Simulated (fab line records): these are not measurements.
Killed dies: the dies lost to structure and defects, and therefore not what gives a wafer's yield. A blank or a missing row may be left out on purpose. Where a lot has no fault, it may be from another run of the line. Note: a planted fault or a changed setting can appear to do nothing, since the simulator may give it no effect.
Chamber matching || flow sfq line || pecvd-01 running SFQ_TRILAYER_I0_DEP_PECVD_027: 3 sister chambers
The step deposits SiO2 from SiH4/N2O, time 111.11 s, target thk 500 nm. 3 wafers are shown with their chamber, then 10 later ones without.

## WAFERS WITH THEIR CHAMBER
{"wafer": "L912.4", "chamber": 2, "heater power w (W)": 104}
{"wafer": "L918.1", "chamber": 0, "heater power w (W)": 77}
{"wafer": "L918.4", "chamber": 1, "heater power w (W)": 72}

## WAFERS MISSING THEIR CHAMBER
{"wafer": "L918.6", "heater power w (W)": 80}
{"wafer": "L920.3", "heater power w (W)": 79}
{"wafer": "L920.4", "heater power w (W)": 72}
{"wafer": "L920.6", "heater power w (W)": 75}
{"wafer": "L922.2", "heater power w (W)": 71}
{"wafer": "L922.3", "heater power w (W)": 73}
{"wafer": "L922.5", "heater power w (W)": 79}
{"wafer": "L924.1", "heater power w (W)": 104}
{"wafer": "L924.2", "heater power w (W)": 65}
{"wafer": "L924.6", "heater power w (W)": 69}

## CHAMBER TAKEN BY EACH
{"wafer": "L918.6", "from the rows above": "can't be placed: 0 or 1", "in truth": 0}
{"wafer": "L920.3", "from the rows above": "can't be placed: 0 or 1", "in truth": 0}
{"wafer": "L920.4", "from the rows above": "can't be placed: 1 or 0", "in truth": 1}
{"wafer": "L920.6", "from the rows above": "can't be placed: 0 or 1", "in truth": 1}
{"wafer": "L922.2", "from the rows above": "can't be placed: 1 or 0", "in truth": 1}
{"wafer": "L922.3", "from the rows above": "can't be placed: 1 or 0", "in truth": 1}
{"wafer": "L922.5", "from the rows above": "can't be placed: 0 or 1", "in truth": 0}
{"wafer": "L924.1", "from the rows above": 2, "in truth": 2}
{"wafer": "L924.2", "from the rows above": "can't be placed: 1 or 0", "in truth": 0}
{"wafer": "L924.6", "from the rows above": "can't be placed: 1 or 0", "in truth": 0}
1 of 10 placed correctly. Can't be placed from these rows: 9 (the true chamber is among the candidates in 9). Number placed wrongly: 0.
How it was worked out, from the rows above alone: a wafer's distance from a chamber is the root of the sum, over the readings, of the square of ((its reading less the chamber's mean) divided by the reading's scatter). If the next closest chamber is less than 2 further off than the closest, the wafer can't be placed; otherwise it belongs to the closest. A chamber's mean is the mean of its shown wafers. The scatter (one wafer shown for each chamber): square how far every hidden wafer sits from the nearest shown wafer, average those squares and take the square root.
